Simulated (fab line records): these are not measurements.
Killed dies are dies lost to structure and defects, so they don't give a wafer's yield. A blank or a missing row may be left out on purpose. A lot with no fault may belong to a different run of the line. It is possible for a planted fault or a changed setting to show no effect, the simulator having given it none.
Chamber matching :: flow sky130 :: rie-diel-03 running SKY_CONTACT_ETCH_17: 4 sister chambers
The step etches SiO2 in C4F8/O2/Ar, stops on Si3N4, target depth 340 nm. 8 wafers are shown with their chamber, then 9 later ones without.

WAFERS, EACH WITH ITS CHAMBER
wafer: L082.1
chamber: 1
oes-product-au (a.u.): 0.891

wafer: L082.2
chamber: 2
oes-product-au (a.u.): 0.889

wafer: L084.3
chamber: 1
oes-product-au (a.u.): 0.898

wafer: L084.4
chamber: 2
oes-product-au (a.u.): 0.893

wafer: L084.5
chamber: 3
oes-product-au (a.u.): 0.892

wafer: L088.3
chamber: 0
oes-product-au (a.u.): 0.889

wafer: L088.4
chamber: 0
oes-product-au (a.u.): 0.885

wafer: L088.6
chamber: 3
oes-product-au (a.u.): 0.879

WAFERS WITH NO CHAMBER GIVEN
wafer: L093.1
oes-product-au (a.u.): 0.894

wafer: L093.2
oes-product-au (a.u.): 0.888

wafer: L093.4
oes-product-au (a.u.): 0.891

wafer: L094.2
oes-product-au (a.u.): 0.892

wafer: L094.5
oes-product-au (a.u.): 0.901

wafer: L094.6
oes-product-au (a.u.): 0.888

wafer: L096.1
oes-product-au (a.u.): 0.891

wafer: L096.4
oes-product-au (a.u.): 0.885

wafer: L096.6
oes-product-au (a.u.): 0.882

WHICH CHAMBER EACH ONE RAN IN
wafer: L093.1
from the rows above: can't be placed: 1 or 2 or 0 or 3
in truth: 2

wafer: L093.2
from the rows above: can't be placed: 0 or 3 or 2 or 1
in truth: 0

wafer: L093.4
from the rows above: can't be placed: 2 or 1 or 0 or 3
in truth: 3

wafer: L094.2
from the rows above: can't be placed: 2 or 1 or 0 or 3
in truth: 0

wafer: L094.5
from the rows above: can't be placed: 1 or 2 or 0 or 3
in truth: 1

wafer: L094.6
from the rows above: can't be placed: 0 or 3 or 2 or 1
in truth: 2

wafer: L096.1
from the rows above: can't be placed: 2 or 1 or 0 or 3
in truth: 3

wafer: L096.4
from the rows above: can't be placed: 3 or 0 or 2 or 1
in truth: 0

wafer: L096.6
from the rows above: can't be placed: 3 or 0 or 2 or 1
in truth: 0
Correctly placed: 0 of 9. Can't be placed from these rows: 9 (the true chamber is among the candidates in 9). 0 placed wrongly.
How it was worked out, from the rows above alone: a wafer's distance from a chamber is the root of the sum, over the readings, of the square of ((its reading less the chamber's mean) divided by the reading's scatter). If the next closest chamber is less than 2 further off than the closest, the wafer can't be placed; otherwise it belongs to the closest. A chamber's mean is the mean of its shown wafers. How the scatter is found: for the shown wafers, subtract from each reading the mean of its chamber, square and add these, divide the total by (wafers less chambers), then take the root.
